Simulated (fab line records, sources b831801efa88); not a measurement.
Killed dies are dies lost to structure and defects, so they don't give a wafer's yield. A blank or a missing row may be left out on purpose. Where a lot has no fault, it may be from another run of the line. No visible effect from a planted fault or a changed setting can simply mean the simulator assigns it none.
A struck lot beside a sound one	flow sky130	15 steps out of a route of 708
Sound: these wafers, L261.3, L261.4, L261.6. Struck: wafer L265.4 (left out: L265.3, a lot-mate that was not struck); the cause follows at the end.
Order at every step that has rows: each side's tool, ch and its chambers, its first start. Under that, the readings that differ: sound wafers	struck wafers	difference of the means	sigmas: that difference in standard deviations of wafers without a fault.
alike: a reading whose means differ by less than 2 such deviations, as well as words and numbers matching on both sides. not compared: withheld readings; readings where some wafer has no value; bounds like >300 that might hide an equal value; numbers whose values overlap and for which the record gives no deviation.
A row with sigmas, a row that says differs or no value, or rows on one side alone: a step with any of these is where the two part. Numbers that have no deviation but don't overlap get no sigmas and don't part them. Lack of a reading on every wafer of one side parts them only where that side has two or more wafers.

first, 5 steps without rows for these wafers: SKY_LI_CONTACT_COAT_07 (resist thk 450 nm); SKY_LI_CONTACT_SOFTBAKE_08 (time 90 s); SKY_LI_CONTACT_EXPOSE_09 (exposes mask LICM1, target cd 170 nm); SKY_LI_CONTACT_PEB_10; SKY_LI_CONTACT_DEVELOP_11 (develop time 60 s).
SKY_LI_CONTACT_CD_MEAS_12: target cd 170 nm.
  struck on cd_sem-02, day 31 16:38; sound on cd_sem-01, day 30 17:56
  alike: cd_nm
SKY_LI_CONTACT_OVL_MEAS_13:
  struck on overlay-02, day 31 16:44; sound on overlay-01, day 30 18:02
  alike: LI_CONTACT_OVL
SKY_LI_CONTACT_ETCH_14: etches BARC in N2/H2, stops on SiO2, time 45.9 s, target depth 60 nm.
  sound on rie_diel-03 ch 0,1,2, day 30 18:03; struck on rie_diel-04 ch 1, day 31 16:46
  alike: drypump_motor_current_A, n2_flow_sccm, oes_product_au, throttle_valve_pct
  not compared: rf_hours_counter_h
SKY_LI_CONTACT_ETCH_15: etches PSG in C4F8/O2/Ar, stops on Si, target depth 600 nm.
  sound on rie_diel-03 ch 0,1,2, day 30 18:05; struck on rie_diel-04 ch 1, day 31 16:48
  alike: oes_product_au
SKY_LI_CONTACT_STRIP_16: strips in O2/N2.
  sound on plasma_asher-02 ch 0,1, day 30 18:13; struck on plasma_asher-03 ch 1, day 31 16:55
  alike: drypump_motor_current_A, n2_flow_sccm, oes_product_au, strip_time_to_endpoint_s
  not compared: rf_hours_counter_h
then, 2 steps without rows for these wafers: SKY_LI_CONTACT_CLEAN_17 (cleans in NMP, time 600 s); SKY_LI_CONTACT_PRE_CLEAN_18 (time 5.6 s).
SKY_LI_CONTACT_SPUTTER_19: material Ti, target thk 20 nm, time 106.37 s.
  struck on pvd_sputter-04, day 31 17:12; sound on pvd_sputter-03, day 30 18:29
reading	sound	struck	difference	sigmas
model.Ti_of_LI_CONTACT_SPUTTER_19.thk_nm (nm)	20.35 20.25 20.15	21.38	+1.13	
  alike: cathode_dc_power_W, chamber_pressure_pa, throttle_valve_pct
SKY_LI_CONTACT_SPUTTER_20: material TiN, target thk 20 nm, time 80 s.
  struck on pvd_sputter-04, day 31 17:16; sound on pvd_sputter-03, day 30 18:34
  alike: cathode_dc_power_W, chamber_pressure_pa, throttle_valve_pct
then, 1 step without rows for these wafers: SKY_PAD_OPEN_PROBE_99.

== WHERE THEY PART ==
Nowhere in this record.

WHY: the cause the simulator had injected
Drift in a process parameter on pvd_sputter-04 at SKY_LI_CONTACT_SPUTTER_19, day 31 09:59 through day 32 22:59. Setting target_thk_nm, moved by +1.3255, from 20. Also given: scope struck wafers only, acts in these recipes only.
